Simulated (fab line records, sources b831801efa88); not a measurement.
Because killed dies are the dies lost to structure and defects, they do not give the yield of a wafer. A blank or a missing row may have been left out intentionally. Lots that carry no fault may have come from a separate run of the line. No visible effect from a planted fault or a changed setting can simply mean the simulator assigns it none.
Matching of chambers ; flow gf180mcu ; GF_V1_CMP_26 on cmp-01: 4 sister chambers
The step polishes, stops on SiO2, t overpolish 15 s, target thk 0 nm. 8 wafers are shown with their chamber, then 10 later ones without.

WAFERS, EACH WITH ITS CHAMBER
wafer;chamber;motorCurrentA (A);timeToEndpointS (s)
L443.4;1;11.0;87.5
L444.4;2;11.1;85.0
L444.5;3;9.7;89.0
L445.1;0;10.9;91.7
L445.3;3;8.9;89.4
L445.6;1;10.9;84.3
L449.2;2;10.8;89.1
L449.4;0;11.4;89.4

WAFERS WITH NO CHAMBER GIVEN
wafer;motorCurrentA (A);timeToEndpointS (s)
L449.5;10.9;90.3
L450.2;11.1;85.7
L450.3;11.2;87.5
L450.5;10.2;86.7
L452.1;10.8;83.8
L452.4;10.8;83.4
L452.6;10.7;81.2
L453.4;9.3;86.6
L453.5;11.0;88.1
L453.6;9.5;87.3

EACH ONE'S CHAMBER
wafer;from the rows above;in truth
L449.5;can't be placed: 0 or 2 or 1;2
L450.2;can't be placed: 1 or 2 or 0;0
L450.3;can't be placed: 2 or 1 or 0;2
L450.5;can't be placed: 2 or 1 or 3 or 0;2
L452.1;can't be placed: 1 or 2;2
L452.4;can't be placed: 1 or 2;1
L452.6;can't be placed: 1 or 2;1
L453.4;3;3
L453.5;can't be placed: 2 or 1 or 0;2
L453.6;3;3
2 of 10 placed correctly. Cannot be placed on the basis of these rows: 8; the candidates contain the true chamber in 8. Placed wrongly: 0.
How it was worked out, from the rows above alone: a wafer's distance from a chamber is the root of the sum, over the readings, of the square of ((its reading less the chamber's mean) divided by the reading's scatter). The wafer belongs to the nearest chamber; if the next one is less than 2 further off, it can't be placed. The mean given for a chamber averages the wafers shown for that chamber. The scatter: take each reading less its chamber's mean, square it, sum over the shown wafers, divide by the number of wafers less the number of chambers, and take the root.
